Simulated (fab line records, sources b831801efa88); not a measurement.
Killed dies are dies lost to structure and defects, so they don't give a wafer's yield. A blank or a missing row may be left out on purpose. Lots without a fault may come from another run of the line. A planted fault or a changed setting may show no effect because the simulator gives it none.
fab line records | flow sky130
record lots=5 wafers=15 last_day=50
route steps=708 shown LDD_HVP@287 LDD_LDN@289 SPACER@304 POLY_CUT@307
lots that met no fault: from a run of the same line without faults
start_h: hours from the record's first day to the start of the lot's first wafer shown | wait_h: hours since the lot's step before | " the same as in the row above | L1.1+2: a row that stands for several wafers | - no value, or no start given | * or withheld: withheld | < > ~ a bound
route shown NAME@n: a module of which the file shows steps, and the number in the route of the first | usual: mean/standard deviation of fault-free wafers | same: alike in all rows | chamber/n: place in a boat | sites: the reading at each site | _std_site: their standard deviation | _edge_site: outer sites' mean less inner sites' | radius_mm: how far each site lies from the wafer's centre | mask NAME#n: copy n | behind: the tool/chamber that last shaped the wafer | hold: why the lot was held/for how many hours/how that ended | device: the transistor (n, p or np) that didn't switch | end of line: the same wafers' tests at the end of the route | a step without rows: its recipe alone | killed: dies lost to structure and defects at the first sort, not the wafer's yield | map: a wafer's dies, x killed, . not, _ none there
set.NAME: the setting as run; set.NAME@STEP: as run at that earlier step | model.NAME: the simulator's own value behind a step, which no gauge read
lots at some steps of the route; a table a step, a row a wafer
services: from which hour (start_h, from the record's first day; less than 0 if before it) a tool's chamber was out of use, for how many hours, and why
## steps
# step SKY_LDD_HVP_STRIP_09
# recipe chemistry=O2/N2 power_w=1400 pressure_mtorr=1500 platen_temp_c=withheld o2_flow_sccm=3000 n2_flow_sccm=300 overash_fraction=0.5
# usual drypump_motor_current_A=6.05/0.22 n2_flow_sccm=300.0/0.85 oes_product_au=0.409/0.0046 strip_time_to_endpoint_s=4.137/0.013
# columns lot.wafer tool chamber start_h wait_h drypump_motor_current_A n2_flow_sccm oes_product_au rf_hours_counter_h strip_time_to_endpoint_s
L078.1 plasma_asher-04 0 529.40 0.1 5.77 300.5 0.399 10 4.141
L078.4 " 0 " " 5.77 301.0 0.405 - 4.160
L078.6 " 0 " " 5.78 300.8 0.412 - 4.135
L086.1 plasma_asher-03 1 603.31 0.1 6.25 299.5 0.406 81 4.127
L086.5 " 0 " " 6.16 301.3 0.411 - 4.115
L086.6 " 1 " " 6.26 299.0 0.409 - 4.124
L089.2 plasma_asher-03 1 623.00 0.1 6.28 301.1 0.405 83 4.100
L089.4 " 1 " " 6.24 300.5 0.408 - 4.132
L089.5 " 0 " " 6.20 298.2 0.412 - 4.122
L091.3 plasma_asher-01 0 643.34 0.1 6.03 300.8 0.411 - 4.142
L091.4 " 1 " " 6.36 300.6 0.405 - 4.128
L091.6 " 1 " " 6.34 299.5 0.397 - 4.144
L097.2 plasma_asher-04 0 682.46 0.1 5.77 300.4 0.405 26 4.145
L097.4 " 1 " " 5.92 299.8 0.408 - 4.144
L097.5 " 0 " " 5.73 300.5 0.413 - 4.113
# step SKY_LDD_HVP_TW_MEAS_10
# usual LDD_HVP_TW=457/6.7
# columns lot.wafer tool chamber start_h wait_h LDD_HVP_TW
L078.1 film_metro-01 - 529.50 0.1 447
L078.4 " - " " 448
L078.6 " - " " 450
L086.1 film_metro-01 - 603.41 0.1 447
L086.5 " - " " 446
L086.6 " - " " 449
L089.2 film_metro-04 - 623.11 0.1 458
L089.4 " - " " 456
L089.5 " - " " 456
L091.3 film_metro-04 - 643.43 0.1 458
L091.4 " - " " 456
L091.6 " - " " 460
L097.2 film_metro-02 - 682.57 0.1 472
L097.4 " - " " 470
L097.5 " - " " 466
# step SKY_LDD_LDN_DEHYDRATE_00
# recipe temp_c=200 time_s=60
# usual chill_plate_temp_C=22.99/0.13 resist_line_temp_C=22.98/0.1
# columns lot.wafer tool chamber start_h wait_h chill_plate_temp_C resist_line_temp_C
L078.1 litho_track-03 0 544.58 15.1 22.84 23.01
L078.4 " 0 " " 22.96 22.86
L078.6 " 0 " " 22.79 22.94
L086.1 litho_track-03 0 617.22 13.8 22.93 22.77
L086.5 " 0 " " 23.03 22.95
L086.6 " 0 " " 23.10 23.07
L089.2 litho_track-03 0 636.80 13.7 23.10 22.89
L089.4 " 0 " " 23.01 22.91
L089.5 " 0 " " 22.83 23.02
L091.3 litho_track-01 0 656.52 13.1 23.03 22.89
L091.4 " 0 " " 22.99 22.96
L091.6 " 0 " " 23.01 23.04
L097.2 litho_track-04 0 696.89 14.3 23.09 22.90
L097.4 " 0 " " 23.11 23.09
L097.5 " 0 " " 22.97 22.88
# step SKY_LDD_LDN_HMDS_01
# recipe prime_time_s=60 prime_temp_c=120
# usual chill_plate_temp_C=23.02/0.1 resist_line_temp_C=22.99/0.09
# columns lot.wafer tool chamber start_h wait_h chill_plate_temp_C resist_line_temp_C
L078.1 litho_track-03 0 544.73 0.1 23.10 23.02
L078.4 " 0 " " 23.07 22.87
L078.6 " 0 " " 22.99 22.85
L086.1 litho_track-03 0 617.37 0.1 23.13 23.13
L086.5 " 0 " " 23.09 23.08
L086.6 " 0 " " 23.16 22.99
L089.2 litho_track-03 0 636.95 0.1 23.01 23.00
L089.4 " 0 " " 23.02 23.03
L089.5 " 0 " " 23.06 22.96
L091.3 litho_track-01 0 656.67 0.1 23.08 23.17
L091.4 " 0 " " 22.93 22.99
L091.6 " 0 " " 22.99 22.93
L097.2 litho_track-04 0 697.04 0.1 23.11 23.04
L097.4 " 0 " " 22.96 22.93
L097.5 " 0 " " 22.83 22.90
# step SKY_LDD_LDN_COAT_02
# recipe resist=NOVOLAK spin_rpm=3000 resist_thk_nm=1140
# usual chill_plate_temp_C=23.01/0.11 dispense_pressure_kPa=47.1/2.6 resist_line_temp_C=23.01/0.11
# columns lot.wafer tool chamber start_h wait_h chill_plate_temp_C dispense_pressure_kPa resist_line_temp_C
L078.1 litho_track-03 0 544.88 0.1 23.06 49.5 22.96
L078.4 " 0 " " 23.07 49.5 22.94
L078.6 " 0 " " 22.97 49.6 22.87
L086.1 litho_track-03 0 617.52 0.1 23.05 49.6 23.07
L086.5 " 0 " " 23.02 49.6 22.87
L086.6 " 0 " " 22.94 49.6 22.92
L089.2 litho_track-03 0 637.10 0.1 23.05 49.5 23.05
L089.4 " 0 " " 22.99 49.6 23.19
L089.5 " 0 " " 23.01 49.5 22.94
L091.3 litho_track-01 0 656.82 0.1 23.05 44.2 23.11
L091.4 " 0 " " 23.18 44.2 22.87
L091.6 " 0 " " 23.10 44.2 23.05
L097.2 litho_track-04 0 697.19 0.1 22.89 46.7 23.13
L097.4 " 0 " " 23.02 46.7 22.94
L097.5 " 0 " " 23.02 46.7 22.98
# step SKY_LDD_LDN_SOFTBAKE_03
# recipe temp_c=90 time_s=60 resist=NOVOLAK
# usual chill_plate_temp_C=23.00/0.096 resist_line_temp_C=22.99/0.094
# columns lot.wafer tool chamber start_h wait_h chill_plate_temp_C resist_line_temp_C
L078.1 litho_track-03 0 545.03 0.1 23.23 22.95
L078.4 " 0 " " 23.10 23.06
L078.6 " 0 " " 23.20 22.92
L086.1 litho_track-03 0 617.67 0.1 22.78 23.10
L086.5 " 0 " " 22.92 23.19
L086.6 " 0 " " 23.04 23.05
L089.2 litho_track-03 0 637.25 0.1 23.07 22.93
L089.4 " 0 " " 23.06 23.00
L089.5 " 0 " " 23.08 22.95
L091.3 litho_track-01 0 656.97 0.1 22.92 23.06
L091.4 " 0 " " 23.07 22.91
L091.6 " 0 " " 23.01 22.89
L097.2 litho_track-04 0 697.34 0.1 22.98 22.87
L097.4 " 0 " " 23.00 23.07
L097.5 " 0 " " 23.08 22.93
# step SKY_LDD_LDN_EXPOSE_04
# recipe mask_id=LDNTM na=0.6 source_shape=conventional sigma_outer=0.6 polarization=unpolarized target_cd_nm=700 dose_mj=140
# columns lot.wafer tool chamber start_h wait_h mask
L078.1+4+6 iline_stepper-01 0 - - LDNTM#0
L086.1+5+6 iline_stepper-02 0 - - LDNTM#0
L089.2+4+5 iline_stepper-01 0 - - LDNTM#0
L091.3+4+6 iline_stepper-01 0 - - LDNTM#0
L097.2+4+5 iline_stepper-02 0 - - LDNTM#0
# step SKY_LDD_LDN_PEB_05
# recipe temp_c=withheld time_s=* resist=NOVOLAK
# usual chill_plate_temp_C=* resist_line_temp_C=*
# columns lot.wafer tool chamber start_h wait_h chill_plate_temp_C resist_line_temp_C
L078.1 litho_track-03 0 - - * *
L078.4 " 0 " " * *
L078.6 " 0 " " * *
L086.1 litho_track-03 0 - - * *
L086.5 " 0 " " * *
L086.6 " 0 " " * *
L089.2 litho_track-01 0 - - * *
L089.4 " 0 " " * *
L089.5 " 0 " " * *
L091.3 litho_track-01 0 - - * *
L091.4 " 0 " " * *
L091.6 " 0 " " * *
L097.2 litho_track-01 0 - - * *
L097.4 " 0 " " * *
L097.5 " 0 " " * *
# step SKY_LDD_LDN_DEVELOP_06
# recipe resist=NOVOLAK developer=TMAH develop_time_s=60 dev_temp_c=23
# usual chill_plate_temp_C=23.01/0.11 developer_temp_C=22.98/0.11 resist_line_temp_C=23.00/0.11
# columns lot.wafer tool chamber start_h wait_h chill_plate_temp_C developer_temp_C resist_line_temp_C
L078.1 litho_track-03 0 559.47 0.1 23.00 22.87 23.16
L078.4 " 0 " " 23.13 22.97 22.99
L078.6 " 0 " " 22.92 22.99 23.06
L086.1 litho_track-03 0 631.62 0.1 22.99 22.88 22.99
L086.5 " 0 " " 23.23 23.07 23.14
L086.6 " 0 " " 22.98 23.01 23.06
L089.2 litho_track-01 0 650.70 0.1 22.95 22.74 23.01
L089.4 " 0 " " 23.09 22.89 23.18
L089.5 " 0 " " 23.01 22.83 22.97
L091.3 litho_track-01 0 670.67 0.1 22.88 22.82 22.90
L091.4 " 0 " " 22.93 22.87 22.88
L091.6 " 0 " " 23.10 22.91 22.88
L097.2 litho_track-01 0 710.35 0.1 23.02 23.02 23.07
L097.4 " 0 " " 22.92 22.93 22.95
L097.5 " 0 " " 22.96 22.89 23.10
# step SKY_LDD_LDN_OVL_MEAS_07
# usual LDD_LDN_OVL=-0.5/1.4
# columns lot.wafer tool chamber start_h wait_h LDD_LDN_OVL[nm]
L078.1 overlay-02 - 559.62 0.1 1.6
L078.4 " - " " 1.0
L078.6 " - " " -0.4
L086.1 overlay-02 - 631.77 0.1 -1.4
L086.5 " - " " -3.7
L086.6 " - " " -2.6
L089.2 overlay-02 - 650.83 0.1 -1.3
L089.4 " - " " 0.1
L089.5 " - " " 0.9
L091.3 overlay-02 - 670.78 0.1 -0.7
L091.4 " - " " -2.3
L091.6 " - " " -0.3
L097.2 overlay-02 - 710.48 0.1 1.2
L097.4 " - " " 0.9
L097.5 " - " " -1.4
# step SKY_LDD_LDN_IMPLANT_08
# recipe species=As energy_kev=15 dose_cm2=1.25e+13 tilt_deg=withheld rotation_deg=23
# columns lot.wafer tool chamber start_h wait_h
L078.1+4+6 implanter-04 0 559.66 0.0
L086.1+5+6 implanter-03 0 631.81 0.0
L089.2+4+5 implanter-04 0 650.88 0.0
L091.3+4+6 implanter-04 0 670.86 0.1
L097.2+4+5 implanter-03 0 710.53 0.0
# step SKY_LDD_LDN_IMPLANT_09
# recipe species=As energy_kev=15.09 dose_cm2=1.25e+13 tilt_deg=withheld rotation_deg=113
# columns lot.wafer tool chamber start_h wait_h
L078.1+4+6 implanter-04 0 559.81 0.1
L086.1+5+6 implanter-03 0 631.96 0.1
L089.2+4+5 implanter-04 0 651.03 0.1
L091.3+4+6 implanter-04 0 671.01 0.1
L097.2+4+5 implanter-03 0 710.68 0.1
# step SKY_LDD_LDN_IMPLANT_10
# recipe species=As energy_kev=15 dose_cm2=1.25e+13 tilt_deg=withheld rotation_deg=203
# columns lot.wafer tool chamber start_h wait_h
L078.1+4+6 implanter-04 0 559.96 0.1
L086.1+5+6 implanter-03 0 632.11 0.1
L089.2+4+5 implanter-04 0 651.18 0.1
L091.3+4+6 implanter-04 0 671.16 0.1
L097.2+4+5 implanter-03 0 710.83 0.1
# step SKY_LDD_LDN_IMPLANT_11
# recipe species=As energy_kev=15 dose_cm2=1.25e+13 tilt_deg=withheld rotation_deg=293
# columns lot.wafer tool chamber start_h wait_h
L078.1+4+6 implanter-04 0 560.11 0.1
L086.1+5+6 implanter-03 0 632.26 0.1
L089.2+4+5 implanter-04 0 651.33 0.1
L091.3+4+6 implanter-04 0 671.31 0.1
L097.2+4+5 implanter-03 0 710.98 0.1
# step SKY_LDD_LDN_STRIP_12
# recipe chemistry=O2/N2 power_w=1400 pressure_mtorr=1500 platen_temp_c=withheld o2_flow_sccm=3000 n2_flow_sccm=300 overash_fraction=0.5
# usual drypump_motor_current_A=6.1/0.32 n2_flow_sccm=300.0/0.86 oes_product_au=0.715/0.0042 strip_time_to_endpoint_s=14.20/0.042
# columns lot.wafer tool chamber start_h wait_h drypump_motor_current_A n2_flow_sccm oes_product_au rf_hours_counter_h strip_time_to_endpoint_s
L078.1 plasma_asher-04 1 560.26 0.1 5.9 299.1 0.726 13 14.11
L078.4 " 1 " " 5.9 298.5 0.717 - 14.17
L078.6 " 1 " " 5.9 298.9 0.714 - 14.18
L086.1 plasma_asher-03 0 632.41 0.1 6.2 298.8 0.716 84 14.16
L086.5 " 1 " " 6.3 299.8 0.721 - 14.20
L086.6 " 0 " " 6.2 299.1 0.713 - 14.17
L089.2 plasma_asher-04 0 651.46 0.1 5.8 300.1 0.713 23 14.17
L089.4 " 1 " " 5.9 300.3 0.714 - 14.15
L089.5 " 1 " " 5.9 300.1 0.715 - 14.14
L091.3 plasma_asher-02 1 671.44 0.1 6.1 299.8 0.720 - 14.26
L091.4 " 0 " " 6.7 300.9 0.720 - 14.22
L091.6 " 1 " " 6.1 299.6 0.720 - 14.23
L097.2 plasma_asher-04 0 711.11 0.1 5.7 299.4 0.717 29 14.28
L097.4 " 0 " " 5.7 299.6 0.714 - 14.27
L097.5 " 1 " " 5.9 299.7 0.716 - 14.25
# step SKY_LDD_LDN_TW_MEAS_13
# usual LDD_LDN_TW=1473/9.9
# columns lot.wafer tool chamber start_h wait_h LDD_LDN_TW
L078.1 film_metro-01 - 560.36 0.1 1472
L078.4 " - " " 1463
L078.6 " - " " 1464
L086.1 film_metro-01 - 632.51 0.1 1473
L086.5 " - " " 1474
L086.6 " - " " 1463
L089.2 film_metro-04 - 651.57 0.1 1480
L089.4 " - " " 1474
L089.5 " - " " 1481
L091.3 film_metro-04 - 671.53 0.1 1480
L091.4 " - " " 1483
L091.6 " - " " 1492
L097.2 film_metro-01 - 711.22 0.1 1469
L097.4 " - " " 1453
L097.5 " - " " 1467
# step SKY_LDD_LDN_CLEAN_14
# recipe chemistry=SC1/SC2 mix=1:4:20 temp_c=70 time_s=150 dry=n2_spin
# columns lot.wafer tool chamber start_h wait_h
L078.1+4+6 wet_bench-04 3 560.42 0.1
L086.1+5+6 wet_bench-02 1 632.57 0.1
L089.2+4+5 wet_bench-04 0 651.62 0.0
L091.3+4+6 wet_bench-04 0 671.57 0.0
L097.2+4+5 wet_bench-04 3 711.27 0.0
# step SKY_SPACER_CVD_00
# recipe material=Si3N4 precursor=DCS/NH3 target_thk_nm=43.1 temp_c=770 time_s=740 pressure_mtorr=250
# usual spike_tc_lower_C=770.2/1.3
# columns lot.wafer tool chamber start_h wait_h spike_tc_lower_C
L078.1 lpcvd-02 1 561.79 1.3 771.6
L078.4 " 1 " " 772.1
L078.6 " 1 " " 770.4
L086.1 lpcvd-02 1 632.62 0.0 770.2
L086.5 " 1 " " 771.7
L086.6 " 1 " " 771.0
L089.2 lpcvd-02 1 652.18 0.5 771.4
L089.4 " 1 " " 770.4
L089.5 " 1 " " 771.5
L091.3 lpcvd-02 1 672.55 0.9 771.2
L091.4 " 1 " " 769.7
L091.6 " 1 " " 772.1
L097.2 lpcvd-02 1 712.72 1.4 770.8
L097.4 " 1 " " 772.1
L097.5 " 1 " " 771.6
# step SKY_SPACER_THK_MEAS_01
# recipe reads=Si3N4_of_SPACER_CVD_00
# usual SPACER_CVD_00_THK=43.0/0.4
# columns lot.wafer tool chamber start_h wait_h SPACER_CVD_00_THK[nm]
L078.1 film_metro-02 - 563.00 0.0 42.4
L078.4 " - " " 42.5
L078.6 " - " " 42.8
L086.1 film_metro-03 - 633.83 0.0 42.7
L086.5 " - " " 43.0
L086.6 " - " " 42.7
L089.2 film_metro-03 - 654.00 0.0 43.3
L089.4 " - " " 43.2
L089.5 " - " " 43.6
L091.3 film_metro-04 - 673.77 0.0 42.7
L091.4 " - " " 42.4
L091.6 " - " " 42.6
L097.2 film_metro-03 - 713.93 0.0 42.6
L097.4 " - " " 42.7
L097.5 " - " " 42.9
# step SKY_SPACER_ETCHBACK_02
# recipe chemistry=CH3F/O2 target=Si3N4 stop_on=SiO2 source_w=400 bias_w=80 pressure_mtorr=25 ch3f_flow_sccm=40 O2_flow_sccm=30 time_s=46.7 target_depth_a=450
# usual drypump_motor_current_A=5.7/0.63 oes_product_au=0.854/0.0066 throttle_valve_pct=10.563/0.0088
# columns lot.wafer tool chamber start_h wait_h drypump_motor_current_A oes_product_au rf_hours_counter_h throttle_valve_pct
L078.1 rie_diel-01 3 563.06 0.1 6.8 0.849 5 10.548
L078.4 " 1 " " 6.2 0.843 13 10.547
L078.6 " 1 " " 6.2 0.847 - 10.572
L086.1 rie_diel-01 1 633.89 0.1 6.2 0.849 14 10.559
L086.5 " 3 " " 6.8 0.850 - 10.566
L086.6 " 2 " " 5.1 0.847 - 10.569
L089.2 rie_diel-02 3 654.05 0.0 5.0 0.852 8 10.561
L089.4 " 0 " " 5.5 0.848 20 10.559
L089.5 " 0 " " 5.5 0.858 - 10.559
L091.3 rie_diel-04 1 673.81 0.0 5.1 0.841 13 10.550
L091.4 " 0 " " 5.7 0.840 19 10.554
L091.6 " 0 " " 5.7 0.849 - 10.567
L097.2 rie_diel-01 1 713.98 0.0 6.2 0.854 16 10.552
L097.4 " 1 " " 6.2 0.852 - 10.584
L097.5 " 2 " " 5.1 0.854 - 10.548
# step SKY_POLY_CUT_DEHYDRATE_00
# recipe temp_c=200 time_s=60
# usual chill_plate_temp_C=23.03/0.11 resist_line_temp_C=23.01/0.12
# columns lot.wafer tool chamber start_h wait_h chill_plate_temp_C resist_line_temp_C
L078.1 litho_track-01 0 577.12 14.0 22.99 22.99
L078.4 " 0 " " 22.94 22.91
L078.6 " 0 " " 23.04 22.94
L086.1 litho_track-02 0 647.47 13.6 23.00 23.20
L086.5 " 0 " " 23.05 23.01
L086.6 " 0 " " 23.18 23.22
L089.2 litho_track-02 0 667.55 13.5 22.99 22.93
L089.4 " 0 " " 23.03 22.73
L089.5 " 0 " " 22.98 22.89
L091.3 litho_track-02 0 686.72 12.9 22.97 22.97
L091.4 " 0 " " 22.99 23.27
L091.6 " 0 " " 22.80 23.08
L097.2 litho_track-02 0 727.20 13.2 22.85 23.17
L097.4 " 0 " " 22.92 22.97
L097.5 " 0 " " 22.94 23.01
# step SKY_POLY_CUT_HMDS_01
# recipe prime_time_s=60 prime_temp_c=120
# usual chill_plate_temp_C=22.98/0.098 resist_line_temp_C=22.99/0.1
# columns lot.wafer tool chamber start_h wait_h chill_plate_temp_C resist_line_temp_C
L078.1 litho_track-01 0 577.27 0.1 23.09 22.92
L078.4 " 0 " " 22.93 22.91
L078.6 " 0 " " 22.95 22.92
L086.1 litho_track-02 0 647.62 0.1 22.95 22.94
L086.5 " 0 " " 22.96 23.10
L086.6 " 0 " " 22.97 23.05
L089.2 litho_track-02 0 667.70 0.1 23.03 23.09
L089.4 " 0 " " 23.03 23.07
L089.5 " 0 " " 22.94 22.93
L091.3 litho_track-02 0 686.87 0.1 22.96 23.08
L091.4 " 0 " " 22.82 23.01
L091.6 " 0 " " 22.93 23.01
L097.2 litho_track-02 0 727.35 0.1 22.89 22.89
L097.4 " 0 " " 23.02 22.90
L097.5 " 0 " " 22.90 22.84
# step SKY_POLY_CUT_COAT_02
# recipe resist=BARC temp_c=withheld time_s=withheld spin_rpm=3000 resist_thk_nm=60
# usual chill_plate_temp_C=* dispense_pressure_kPa=47.9/2.9 resist_line_temp_C=*
# columns lot.wafer tool chamber start_h wait_h chill_plate_temp_C dispense_pressure_kPa resist_line_temp_C
L078.1 litho_track-01 0 577.42 0.1 * 44.2 *
L078.4 " 0 " " * 44.1 *
L078.6 " 0 " " * 44.1 *
L086.1 litho_track-02 0 647.77 0.1 * 50.4 *
L086.5 " 0 " " * 50.4 *
L086.6 " 0 " " * 50.4 *
L089.2 litho_track-02 0 667.85 0.1 * 50.4 *
L089.4 " 0 " " * 50.4 *
L089.5 " 0 " " * 50.4 *
L091.3 litho_track-02 0 687.02 0.1 * 50.4 *
L091.4 " 0 " " * 50.4 *
L091.6 " 0 " " * 50.4 *
L097.2 litho_track-02 0 727.50 0.1 * 50.4 *
L097.4 " 0 " " * 50.4 *
L097.5 " 0 " " * 50.4 *
# step SKY_POLY_CUT_COAT_03
# recipe resist=KrF-thick spin_rpm=3000 resist_thk_nm=450
# usual chill_plate_temp_C=22.99/0.11 dispense_pressure_kPa=47.8/2.9 resist_line_temp_C=22.99/0.098
# columns lot.wafer tool chamber start_h wait_h chill_plate_temp_C dispense_pressure_kPa resist_line_temp_C
L078.1 litho_track-01 0 - - 23.09 44.1 22.96
L078.4 " 0 " " 23.17 44.1 23.06
L078.6 " 0 " " 23.16 44.1 23.02
L086.1 litho_track-02 0 - - 22.73 50.3 22.81
L086.5 " 0 " " 23.02 50.3 22.86
L086.6 " 0 " " 22.81 50.3 22.93
L089.2 litho_track-02 0 - - 22.82 50.3 23.04
L089.4 " 0 " " 22.98 50.3 23.03
L089.5 " 0 " " 22.93 50.3 23.22
L091.3 litho_track-02 0 - - 22.94 50.3 22.89
L091.4 " 0 " " 22.86 50.3 22.94
L091.6 " 0 " " 22.87 50.3 22.86
L097.2 litho_track-02 0 - - 22.94 50.3 22.96
L097.4 " 0 " " 22.98 50.3 22.89
L097.5 " 0 " " 23.08 50.3 22.91
# step SKY_POLY_CUT_SOFTBAKE_04
# recipe temp_c=100 time_s=90 resist=KrF-thick
# usual chill_plate_temp_C=22.98/0.1 resist_line_temp_C=22.99/0.11
# columns lot.wafer tool chamber start_h wait_h chill_plate_temp_C resist_line_temp_C
L078.1 litho_track-01 0 - - 23.01 23.05
L078.4 " 0 " " 23.07 22.90
L078.6 " 0 " " 23.13 22.98
L086.1 litho_track-02 0 - - 22.90 22.92
L086.5 " 0 " " 22.94 22.91
L086.6 " 0 " " 22.91 22.94
L089.2 litho_track-02 0 - - 23.06 22.84
L089.4 " 0 " " 23.08 23.03
L089.5 " 0 " " 22.98 22.97
L091.3 litho_track-02 0 - - 23.03 23.31
L091.4 " 0 " " 23.02 23.13
L091.6 " 0 " " 23.13 22.89
L097.2 litho_track-02 0 - - 23.13 22.95
L097.4 " 0 " " 23.15 22.84
L097.5 " 0 " " 22.96 22.87
# step SKY_POLY_CUT_EXPOSE_05
# recipe mask_id=NPCM na=0.8 source_shape=annular sigma_inner=0.55 sigma_outer=0.85 target_cd_nm=270 dose_mj=32
# columns lot.wafer tool chamber start_h wait_h mask
L078.1+4+6 krf_scanner-02 0 - - NPCM#0
L086.1+5+6 krf_scanner-01 0 - - NPCM#0
L089.2+4+5 krf_scanner-01 0 - - NPCM#0
L091.3+4+6 krf_scanner-01 0 - - NPCM#0
L097.2+4+5 krf_scanner-02 0 - - NPCM#0
# step SKY_POLY_CUT_PEB_06
# recipe peb_temp_c=withheld peb_time_s=withheld resist=KrF-thick
# usual chill_plate_temp_C=* resist_line_temp_C=*
# columns lot.wafer tool chamber start_h wait_h chill_plate_temp_C resist_line_temp_C
L078.1 litho_track-01 0 - - * *
L078.4 " 0 " " * *
L078.6 " 0 " " * *
L086.1 litho_track-01 0 - - * *
L086.5 " 0 " " * *
L086.6 " 0 " " * *
L089.2 litho_track-03 0 - - * *
L089.4 " 0 " " * *
L089.5 " 0 " " * *
L091.3 litho_track-01 0 - - * *
L091.4 " 0 " " * *
L091.6 " 0 " " * *
L097.2 litho_track-02 0 - - * *
L097.4 " 0 " " * *
L097.5 " 0 " " * *
# step SKY_POLY_CUT_DEVELOP_07
# recipe develop_time_s=60 resist=KrF-thick dev_temp_c=21
# usual chill_plate_temp_C=22.99/0.098 developer_temp_C=20.98/0.12 resist_line_temp_C=22.99/0.11
# columns lot.wafer tool chamber start_h wait_h chill_plate_temp_C developer_temp_C resist_line_temp_C
L078.1 litho_track-01 0 - - 22.95 20.93 22.93
L078.4 " 0 " " 22.91 20.89 22.96
L078.6 " 0 " " 22.79 20.98 23.11
L086.1 litho_track-01 0 - - 22.98 21.10 23.14
L086.5 " 0 " " 23.04 20.98 23.02
L086.6 " 0 " " 22.99 20.99 23.11
L089.2 litho_track-03 0 - - 23.11 21.14 23.11
L089.4 " 0 " " 22.99 20.85 23.15
L089.5 " 0 " " 22.92 20.79 22.99
L091.3 litho_track-01 0 - - 23.06 21.09 23.01
L091.4 " 0 " " 23.03 21.17 22.97
L091.6 " 0 " " 22.83 21.02 23.05
L097.2 litho_track-02 0 - - 22.97 20.92 22.88
L097.4 " 0 " " 23.09 20.89 23.20
L097.5 " 0 " " 22.99 20.98 22.95
# step SKY_POLY_CUT_CD_MEAS_08
# recipe target_cd_nm=270
# usual cd_nm=269.8/1.5
# columns lot.wafer tool chamber start_h wait_h cd_nm
L078.1 cd_sem-02 - 592.12 - 270.6
L078.4 " - " " 271.6
L078.6 " - " " 272.0
L086.1 cd_sem-01 - 662.07 - 267.7
L086.5 " - " " 269.2
L086.6 " - " " 270.1
L089.2 cd_sem-01 - 681.79 - 270.1
L089.4 " - " " 270.6
L089.5 " - " " 269.8
L091.3 cd_sem-01 - 701.91 - 269.1
L091.4 " - " " 269.0
L091.6 " - " " 268.9
L097.2 cd_sem-02 - 740.64 - 268.6
L097.4 " - " " 270.0
L097.5 " - " " 268.8
# step SKY_POLY_CUT_OVL_MEAS_09
# usual POLY_CUT_OVL=-3/5.5
# columns lot.wafer tool chamber start_h wait_h POLY_CUT_OVL[nm]
L078.1 overlay-02 - 592.24 0.1 7
L078.4 " - " " 9
L078.6 " - " " 11
L086.1 overlay-02 - 662.19 0.1 4
L086.5 " - " " 6
L086.6 " - " " 6
L089.2 overlay-01 - 681.90 0.1 -7
L089.4 " - " " -7
L089.5 " - " " -5
L091.3 overlay-02 - 702.00 0.1 6
L091.4 " - " " 2
L091.6 " - " " 6
L097.2 overlay-01 - 740.75 0.1 -6
L097.4 " - " " -8
L097.5 " - " " -11
# step SKY_POLY_CUT_ETCH_10
# recipe chemistry=N2/H2 target=BARC ion_energy_ev=200 source_w=500 bias_w=101.4 pressure_mtorr=30 n2_flow_sccm=100 h2_flow_sccm=200 stop_on=SiO2 time_s=45.9 target_depth_a=600
# usual drypump_motor_current_A=5.5/0.55 n2_flow_sccm=100.02/0.28 oes_product_au=0.856/0.0046 throttle_valve_pct=13.226/0.0089
# columns lot.wafer tool chamber start_h wait_h drypump_motor_current_A n2_flow_sccm oes_product_au rf_hours_counter_h throttle_valve_pct
L078.1 rie_diel-02 0 592.28 0.0 5.5 99.98 0.853 19 13.233
L078.4 " 2 " " 6.3 99.33 0.852 44 13.226
L078.6 " 2 " " 6.4 99.53 0.858 - 13.240
L086.1 rie_diel-02 2 662.23 0.0 6.3 99.78 0.859 45 13.203
L086.5 " 3 " " 5.0 100.42 0.855 - 13.226
L086.6 " 2 " " 6.3 99.75 0.853 - 13.230
L089.2 rie_diel-02 2 681.93 0.0 6.4 100.10 0.858 45 13.232
L089.4 " 3 " " 5.0 100.40 0.848 - 13.233
L089.5 " 0 " " 5.5 100.32 0.856 - 13.225
L091.3 rie_diel-02 2 702.03 0.0 6.4 99.93 0.856 46 13.219
L091.4 " 3 " " 5.0 99.75 0.858 10 13.226
L091.6 " 0 " " 5.5 99.41 0.856 - 13.234
L097.2 rie_diel-03 0 740.78 0.0 5.1 100.12 0.862 20 13.222
L097.4 " 3 " " 5.2 100.14 0.853 5 13.233
L097.5 " 1 " " 4.9 99.91 0.854 - 13.226
## services
# columns tool chamber start_h hours kind
implanter-04 - 514.06 4.7 pm
krf_scanner-01 - 514.77 4.4 pm
rie_diel-02 3 519.38 12.7 repair
krf_scanner-01 - 531.95 0.8 pm
rie_diel-02 0 536.40 3.9 repair
rie_diel-01 - 548.01 14.6 pm
plasma_asher-03 - 549.81 15.6 pm
iline_stepper-01 - 559.23 0.6 repair
krf_scanner-01 - 569.24 1.3 pm
rie_diel-02 0 600.78 9.0 repair
krf_scanner-01 - 602.52 3.6 pm
iline_stepper-01 - 610.85 1.7 pm
krf_scanner-01 - 625.27 1.0 repair
implanter-04 - 637.66 2.3 repair
plasma_asher-03 - 639.08 14.6 pm
krf_scanner-01 - 639.57 1.0 pm
iline_stepper-01 - 647.61 6.1 repair
implanter-04 - 673.45 13.8 pm
rie_diel-02 1 681.04 12.2 repair
implanter-04 - 700.26 3.8 repair
krf_scanner-01 - 700.75 0.8 pm
rie_diel-02 - 715.22 0.5 repair
implanter-03 - 723.11 10.7 repair
lpcvd-02 - 727.15 2.8 pm
## key
fault none
